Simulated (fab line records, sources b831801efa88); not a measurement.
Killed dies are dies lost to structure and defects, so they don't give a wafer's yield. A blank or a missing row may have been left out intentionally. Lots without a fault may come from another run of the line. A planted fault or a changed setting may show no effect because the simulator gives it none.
Chamber matching    flow sky130    rie-diel-01 running SKY_VIA1_ETCH_15: 4 sister chambers
The step etches SiO2 in C4F8/O2/Ar, stops on TiN, target depth 351 nm, time 54 s. 30 wafers are shown with their chamber, then 12 later ones without.

## WAFERS WITH THEIR CHAMBER
wafer   chamber  oes-product-au (a.u.)
L074.1  3        0.973
L074.2  2        0.987
L074.5  1        0.981
L076.2  1        0.977
L076.4  2        0.980
L076.5  1        0.982
L077.2  3        0.978
L077.3  0        0.969
L077.5  3        0.981
L078.2  3        0.979
L078.3  0        0.986
L078.5  1        0.972
L082.2  2        0.980
L082.3  0        0.962
L082.5  3        0.974
L083.1  3        0.982
L083.5  1        0.984
L083.6  0        0.984
L086.1  3        0.981
L086.3  0        0.981
L086.5  1        0.988
L090.1  2        0.981
L090.4  0        0.976
L090.5  1        0.978
L091.2  2        0.981
L091.4  1        0.985
L091.6  3        0.981
L092.1  1        0.985
L092.2  0        0.977
L092.4  2        0.980

SIGNATURES, as means of the wafers listed above
reading         chamber 0  chamber 1  chamber 2  chamber 3  scatter within a chamber
oes-product-au  0.97643    0.98133    0.98150    0.97862    0.00537
Rule: for a wafer and a chamber, the distance is found by dividing, reading by reading, the gap between the wafer's reading and the chamber's mean by the reading's scatter, squaring, summing and taking the root. If the next closest chamber is less than 2 further off than the closest, the wafer can't be placed; otherwise it belongs to the closest. The scatter: take each reading less its chamber's mean, square it, sum over the shown wafers, divide by the number of wafers less the number of chambers, and take the root.

## WAFERS WITH NO CHAMBER GIVEN
wafer   oes-product-au (a.u.)
L094.2  0.992
L094.3  0.979
L094.5  0.982
L093.1  0.973
L093.2  0.982
L093.6  0.973
L095.1  0.977
L095.3  0.974
L095.5  0.982
L096.1  0.974
L096.5  0.981
L096.6  0.983

## WHICH CHAMBER EACH WENT THROUGH
wafer   from the rows above                in truth
L094.2  can't be placed: 2 or 1 or 3 or 0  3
L094.3  can't be placed: 3 or 1 or 2 or 0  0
L094.5  can't be placed: 2 or 1 or 3 or 0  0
L093.1  can't be placed: 0 or 3 or 1 or 2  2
L093.2  can't be placed: 2 or 1 or 3 or 0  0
L093.6  can't be placed: 0 or 3 or 1 or 2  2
L095.1  can't be placed: 0 or 3 or 1 or 2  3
L095.3  can't be placed: 0 or 3 or 1 or 2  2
L095.5  can't be placed: 2 or 1 or 3 or 0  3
L096.1  can't be placed: 0 or 3 or 1 or 2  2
L096.5  can't be placed: 1 or 2 or 3 or 0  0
L096.6  can't be placed: 2 or 1 or 3 or 0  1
Correctly placed: 0 of 12. Not placeable from these rows: 12 (in 12, the candidates include the true chamber). 0 placed wrongly.
